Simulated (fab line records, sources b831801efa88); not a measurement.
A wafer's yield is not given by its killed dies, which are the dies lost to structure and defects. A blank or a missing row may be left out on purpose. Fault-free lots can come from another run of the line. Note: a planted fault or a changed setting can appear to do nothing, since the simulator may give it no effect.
Which of the tools did it? :: flow sky130 :: 7 lots, 21 wafers sampled, at 1 step of a route of 708

== WHAT THE GAUGES SHOWED, per wafer ==
SKY_FIELD_ISO_BOW_MEAS_00.
lot: L726
measured: day 1 15:00
on: film_metro-04
INCOMING_BOW (um): 4 0 1

lot: L729
measured: day 2 06:02
on: film_metro-02
INCOMING_BOW (um): -4 -6 -5

lot: L731
measured: day 2 16:01
on: film_metro-01
INCOMING_BOW (um): 0 -9 -10

lot: L735
measured: day 3 12:01
on: film_metro-01
INCOMING_BOW (um): -7 -7 -5

lot: L742
measured: day 4 23:00
on: film_metro-02
INCOMING_BOW (um): -1 3 -4

lot: L745
measured: day 5 14:00
on: film_metro-04
INCOMING_BOW (um): 12 -1 3

lot: L747
measured: day 6 00:02
on: film_metro-04
INCOMING_BOW (um): -4 2 7

== TOOL THAT RAN EACH LOT (tool first, then ch and the chambers of the sampled wafers, then the start) ==
The record holds no process step before these readings.

== THE ANSWER, worked out from the rows above alone ==
Rule: the lots themselves supply what counts as usual. Put in order of their means at a reading, lots are off if they are a third of the lots or fewer, leave a main group of 4 or more, and stand apart from it by a gap of 3 or more times the standard deviation of the main group's means; of several such gaps the widest counts. The tables above print the reading to a certain number of digits; a main group whose means all agree to those digits is not used. Also off: a lot with no number at a reading for which 4 or more lots have one. All remaining lots with rows at the step are treated as sound.
Nothing can be told from this: no lot is off at any reading shown.

== WHAT THE SIMULATOR HAD INSERTED ==
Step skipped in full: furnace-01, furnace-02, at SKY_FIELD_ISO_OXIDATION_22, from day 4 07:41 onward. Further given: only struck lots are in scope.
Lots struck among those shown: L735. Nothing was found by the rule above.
